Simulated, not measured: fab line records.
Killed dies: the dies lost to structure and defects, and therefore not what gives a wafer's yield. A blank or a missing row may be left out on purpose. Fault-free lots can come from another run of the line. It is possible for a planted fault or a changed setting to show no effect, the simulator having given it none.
Problem report, 8D (eight disciplines) form, completed by code + flow sky130 + the parts of the form that need people (team, actions taken, sign-off) are left out

== 1. WHAT IS WRONG ==
VIA4_W_RS at SKY_VIA4_RS_MEAS_19 reads a mean of 0.1753 ohm/sq on 3 wafers of 1 lot; wafers without a fault read 0.2241 ohm/sq with a standard deviation of 0.0029. Measured from the usual mean, that is -17 standard deviations.
The step: measures by four-point-probe.
First observed at day 46 16:28: wafer L362.2, on filmMetro-04. At this step, 30 wafers from 10 lots have a number in the record. Rule for "out" (also "out of limits"): further than 4 standard deviations from the usual mean. Any other wafer with a number is counted as sound.

== 2. WHAT THIS IS AND IS NOT ==
| question                    | is                     | is not                                                                          |
|-----------------------------|------------------------|---------------------------------------------------------------------------------|
| which readings at this step | VIA4_W_RS              | -                                                                               |
| which lots                  | L362                   | L350, L352, L353, L356, L358, L360, L366, L369, L371                            |
| which wafers of those lots  | all that have a number | -                                                                               |
| read on which gauges        | filmMetro-04           | filmMetro-02, filmMetro-03                                                      |
| when                        | from day 46 16:28      | up to then (18 sound wafers); but 9 sound wafers of L366, L369, L371 came after |

== 3. THE SUSPECTS, EACH WITH WHAT RULES IT OUT ==
Counting: a tool at any process step up to the reading remains a suspect when it ran all the lots that are out and ran no sound lot after the first of those.
- the gauge at SKY_VIA4_RS_MEAS_19 is ruled out. All the wafers that are out were read on filmMetro-04, but those of them that SKY_VIA4_CVD_18 has rows for are out there too, on other tools.
- plasmaAsher-02 at SKY_METAL4_STRIP_19 (strips in O2/N2): ruled out as a lasting fault. Following L362 (day 45 18:26), the first lot on it that is out, the sound lots L369, L371 were run on it.
- cmp-01 at SKY_VIA4_CMP_02 (polishes SiO2): ruled out as a lasting fault. Following L362 (day 45 19:19), the first lot on it that is out, the sound lots L366 were run on it.
- cvdW-02 at SKY_VIA4_CVD_18 (deposits W, target thk 505 nm, time 152.14 s): kept. It ran the lot that is out, L362 (day 46 16:18), and no sound lot after that; its last sound lot up to then is L358 (day 46 08:44). Out on those wafers are its own readings of susceptorTempC.
Remaining after the count: cvdW-02 at SKY_VIA4_CVD_18.

== 4. THE CAUSE (what the simulator had put in) ==
Drift in process parameters on cvdW-02 at SKY_VIA4_CVD_18, starting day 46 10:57. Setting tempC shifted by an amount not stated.
This tool alone remained once counting was done.

== 5. SEQUENCE OF EFFECTS, ordered by route ==
One row per reading whose mean, taken over the struck wafers that have a number, lies over 3 standard deviations from the usual. Only readings whose record carries a usual standard deviation are examined. hours: median over the lots of the time between each lot's start at the first step of this table that gives one and its start at this step. sigmas: the change, counted in usual standard deviations.
| hours | step                 | reading         | usual         | on struck wafers | change  | sigmas |
|-------|----------------------|-----------------|---------------|------------------|---------|--------|
| 0     | SKY_VIA4_CVD_18      | susceptorTempC  | 400.01 C      | 412.90           | +12.89  | +68    |
| 0     | SKY_VIA4_RS_MEAS_19  | VIA4_W_RS       | 0.2241 ohm/sq | 0.1753           | -0.0488 | -17    |
| 7     | SKY_VIA4_THK_MEAS_20 | VIA4_W_THK      | 503 nm        | 630              | +127    | +18    |
| 11    | SKY_VIA4_CMP_21      | timeToEndpointS | 123 s         | 152              | +29     | +6.0   |
Its process steps:
- SKY_VIA4_CVD_18: deposits W, target thk 505 nm, time 152.14 s.
- SKY_VIA4_CMP_21: polishes, stops on SiO2, t overpolish 25 s, target thk 0 nm.

== 6. WHAT WOULD HAVE CAUGHT IT SOONER ==
In this record the first reading out of limits at a measuring or inspecting step was taken at day 46 16:28, 6 hours after the fault began at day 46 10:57.
Tool's own readings at SKY_VIA4_CVD_18, susceptorTempC: out on all struck wafers the step has rows for; an alarm limit on them would have tripped on the first.
The start of SKY_VIA4_CVD_18 on cvdW-02 came by day 46 16:28 for every one of the lots that are out (1). A hold on the tool at that time would have spared none of them.
